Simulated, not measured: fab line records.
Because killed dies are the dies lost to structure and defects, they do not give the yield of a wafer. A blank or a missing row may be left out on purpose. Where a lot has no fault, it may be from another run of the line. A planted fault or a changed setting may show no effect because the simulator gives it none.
Check of tool commonality :: flow sky130 :: 13 lots, 39 wafers sampled

== THE REASON FOR OPENING IT ==
Of 13 lots, 1 have the reading NWELL_2_TW flagged at SKY_NWELL_TW_MEAS_26. No-fault wafers: 496, standard deviation 3.5.
Rule: flag the lot when none of its wafers has a number, or when each of its wafers that has one lies beyond 4 standard deviations from that mean. All remaining lots are regarded as sound.

lot: L986
measured: day 5 18:32
on: film-metro-03
NWELL_2_TW, wafer by wafer: 496 497 498
flag: 

lot: L987
measured: day 5 18:38
on: film-metro-01
NWELL_2_TW, wafer by wafer: 492 493 492
flag: 

lot: L988
measured: day 6 02:20
on: film-metro-03
NWELL_2_TW, wafer by wafer: 487 487 489
flag: 

lot: L989
measured: day 6 02:46
on: film-metro-04
NWELL_2_TW, wafer by wafer: 501 498 499
flag: 

lot: L990
measured: day 6 10:32
on: film-metro-04
NWELL_2_TW, wafer by wafer: 498 500 500
flag: 

lot: L991
measured: day 6 14:50
on: film-metro-04
NWELL_2_TW, wafer by wafer: 499 501 499
flag: 

lot: L992
measured: day 7 03:56
on: film-metro-04
NWELL_2_TW, wafer by wafer: 497 497 499
flag: 

lot: L996
measured: day 7 22:26
on: film-metro-04
NWELL_2_TW, wafer by wafer: 177 176 176
flag: FLAGGED

lot: L999
measured: day 8 15:00
on: film-metro-03
NWELL_2_TW, wafer by wafer: 494 493 494
flag: 

lot: L102
measured: day 9 11:32
on: film-metro-04
NWELL_2_TW, wafer by wafer: 497 501 503
flag: 

lot: L103
measured: day 9 15:22
on: film-metro-04
NWELL_2_TW, wafer by wafer: 499 499 502
flag: 

lot: L105
measured: day 10 04:04
on: film-metro-01
NWELL_2_TW, wafer by wafer: 494 491 493
flag: 

lot: L108
measured: day 11 00:17
on: film-metro-03
NWELL_2_TW, wafer by wafer: 495 496 495
flag: 
The numbers of the flagged lots are 176 on average: -320 against the usual, or -91 standard deviations.

== TOOL THAT RAN EACH LOT ==
Before the reading, the record contains 3 process steps out of a 708-step route. Every cell lists first the tool, next ch and the chambers used by the sampled wafers, and last the start.
lot: L986
flag: 
SKY_FIELD_ISO_ETCH_14: rie-diel-02 ch 2,3, day 2 06:32
SKY_NWELL_STRIP_14: plasma-asher-01 ch 0,1, day 5 00:17
SKY_NWELL_STRIP_25: plasma-asher-01 ch 0,1, day 5 18:26

lot: L987
flag: 
SKY_FIELD_ISO_ETCH_14: rie-diel-02 ch 0,1, day 2 10:02
SKY_NWELL_STRIP_14: plasma-asher-02 ch 0,1, day 5 00:48
SKY_NWELL_STRIP_25: plasma-asher-03 ch 0,1, day 5 18:32

lot: L988
flag: 
SKY_FIELD_ISO_ETCH_14: rie-diel-03 ch 1,2, day 2 15:25
SKY_NWELL_STRIP_14: plasma-asher-03 ch 1, day 5 08:02
SKY_NWELL_STRIP_25: plasma-asher-03 ch 0,1, day 6 02:14

lot: L989
flag: 
SKY_FIELD_ISO_ETCH_14: rie-diel-01 ch 0,1,2, day 2 20:08
SKY_NWELL_STRIP_14: plasma-asher-01 ch 0,1, day 5 08:23
SKY_NWELL_STRIP_25: plasma-asher-02 ch 0,1, day 6 02:39

lot: L990
flag: 
SKY_FIELD_ISO_ETCH_14: rie-diel-01 ch 0,1, day 3 02:03
SKY_NWELL_STRIP_14: plasma-asher-01 ch 0,1, day 5 15:30
SKY_NWELL_STRIP_25: plasma-asher-02 ch 1, day 6 10:26

lot: L991
flag: 
SKY_FIELD_ISO_ETCH_14: rie-diel-02 ch 0,2,3, day 3 09:18
SKY_NWELL_STRIP_14: plasma-asher-03 ch 0,1, day 5 19:18
SKY_NWELL_STRIP_25: plasma-asher-02 ch 0,1, day 6 14:44

lot: L992
flag: 
SKY_FIELD_ISO_ETCH_14: rie-diel-02 ch 2,3, day 3 18:48
SKY_NWELL_STRIP_14: plasma-asher-01 ch 1, day 6 08:05
SKY_NWELL_STRIP_25: plasma-asher-03 ch 0, day 7 03:50

lot: L996
flag: FLAGGED
SKY_FIELD_ISO_ETCH_14: rie-diel-01 ch 1,2, day 4 10:27
SKY_NWELL_STRIP_14: plasma-asher-02 ch 0,1, day 7 02:17
SKY_NWELL_STRIP_25: plasma-asher-01 ch 0,1, day 7 22:20

lot: L999
flag: 
SKY_FIELD_ISO_ETCH_14: rie-diel-03 ch 1,2, day 5 00:47
SKY_NWELL_STRIP_14: plasma-asher-03 ch 0,1, day 7 18:14
SKY_NWELL_STRIP_25: plasma-asher-01 ch 0,1, day 8 14:55

lot: L102
flag: 
SKY_FIELD_ISO_ETCH_14: rie-diel-02 ch 1,2,3, day 5 17:31
SKY_NWELL_STRIP_14: plasma-asher-01 ch 0,1, day 8 13:33
SKY_NWELL_STRIP_25: plasma-asher-01 ch 0,1, day 9 11:26

lot: L103
flag: 
SKY_FIELD_ISO_ETCH_14: rie-diel-02 ch 1,2,3, day 5 22:20
SKY_NWELL_STRIP_14: plasma-asher-03 ch 0,1, day 8 16:47
SKY_NWELL_STRIP_25: plasma-asher-03 ch 0,1, day 9 15:17

lot: L105
flag: 
SKY_FIELD_ISO_ETCH_14: rie-diel-03 ch 0,1,3, day 6 09:20
SKY_NWELL_STRIP_14: plasma-asher-02 ch 0,1, day 9 05:31
SKY_NWELL_STRIP_25: plasma-asher-02 ch 0,1, day 10 03:58

lot: L108
flag: 
SKY_FIELD_ISO_ETCH_14: rie-diel-01 ch 0,1,3, day 6 22:35
SKY_NWELL_STRIP_14: plasma-asher-02 ch 0, day 10 01:12
SKY_NWELL_STRIP_25: plasma-asher-01 ch 0,1, day 11 00:11
These steps, and what they do:
- SKY_FIELD_ISO_ETCH_14: etches BARC in N2/H2, stops on SiO2, time 45.9 s, target depth 60 nm.
- SKY_NWELL_STRIP_14: strips in O2/N2.
- SKY_NWELL_STRIP_25: strips in O2/N2.
- SKY_NWELL_TW_MEAS_26

== FLAGGED AGAINST TOTAL, ONE TOOL AT A TIME (gauges that did the reading follow at the end) ==
step: SKY_FIELD_ISO_ETCH_14
tool: rie-diel-01
lots run: 4
flagged: 1
share of the flagged lots: all
sound lots run after its first flagged lot: 1 (L108)

step: SKY_FIELD_ISO_ETCH_14
tool: rie-diel-02
lots run: 6
flagged: 0
share of the flagged lots: none
sound lots run after its first flagged lot: -

step: SKY_FIELD_ISO_ETCH_14
tool: rie-diel-03
lots run: 3
flagged: 0
share of the flagged lots: none
sound lots run after its first flagged lot: -

step: SKY_NWELL_STRIP_14
tool: plasma-asher-01
lots run: 5
flagged: 0
share of the flagged lots: none
sound lots run after its first flagged lot: -

step: SKY_NWELL_STRIP_14
tool: plasma-asher-02
lots run: 4
flagged: 1
share of the flagged lots: all
sound lots run after its first flagged lot: 2 (L105,L108)

step: SKY_NWELL_STRIP_14
tool: plasma-asher-03
lots run: 4
flagged: 0
share of the flagged lots: none
sound lots run after its first flagged lot: -

step: SKY_NWELL_STRIP_25
tool: plasma-asher-01
lots run: 5
flagged: 1
share of the flagged lots: all
sound lots run after its first flagged lot: 3 (L999,L102,L108)

step: SKY_NWELL_STRIP_25
tool: plasma-asher-02
lots run: 4
flagged: 0
share of the flagged lots: none
sound lots run after its first flagged lot: -

step: SKY_NWELL_STRIP_25
tool: plasma-asher-03
lots run: 4
flagged: 0
share of the flagged lots: none
sound lots run after its first flagged lot: -

step: SKY_NWELL_TW_MEAS_26
tool: film-metro-01
lots run: 2
flagged: 0
share of the flagged lots: none
sound lots run after its first flagged lot: -

step: SKY_NWELL_TW_MEAS_26
tool: film-metro-03
lots run: 4
flagged: 0
share of the flagged lots: none
sound lots run after its first flagged lot: -

step: SKY_NWELL_TW_MEAS_26
tool: film-metro-04
lots run: 7
flagged: 1
share of the flagged lots: all
sound lots run after its first flagged lot: 2 (L102,L103)

== THE TABLE: WHAT IT ALLOWS ==
4 rows of the table ran every flagged lot: rie-diel-01 at SKY_FIELD_ISO_ETCH_14, plasma-asher-02 at SKY_NWELL_STRIP_14, plasma-asher-01 at SKY_NWELL_STRIP_25, film-metro-04 at SKY_NWELL_TW_MEAS_26.
- rie-diel-01 at SKY_FIELD_ISO_ETCH_14: 1 of its 4 lots flagged. Sound lots followed the first flagged one (L108) on it, something a lasting fault affecting the whole tool could not allow.
- plasma-asher-02 at SKY_NWELL_STRIP_14: 1 of its 4 lots flagged. Sound lots followed the first flagged one (L105, L108) on it, something a lasting fault affecting the whole tool could not allow. Its own readings lie more than 4 standard deviations out on every wafer of the flagged lots: oes-product-au.
- plasma-asher-01 at SKY_NWELL_STRIP_25: 1 of its 5 lots flagged. Sound lots followed the first flagged one (L999, L102, L108) on it, something a lasting fault affecting the whole tool could not allow. Its own readings lie more than 4 standard deviations out on every wafer of the flagged lots: strip-time-to-endpoint-s.
- film-metro-04 at SKY_NWELL_TW_MEAS_26: 1 of its 7 lots flagged. Sound lots followed the first flagged one (L102, L103) on it, something a lasting fault affecting the whole tool could not allow.
No row of the table ran every flagged lot and no sound lot after the first.

== WHAT THE SIMULATOR HAD PUT IN ==
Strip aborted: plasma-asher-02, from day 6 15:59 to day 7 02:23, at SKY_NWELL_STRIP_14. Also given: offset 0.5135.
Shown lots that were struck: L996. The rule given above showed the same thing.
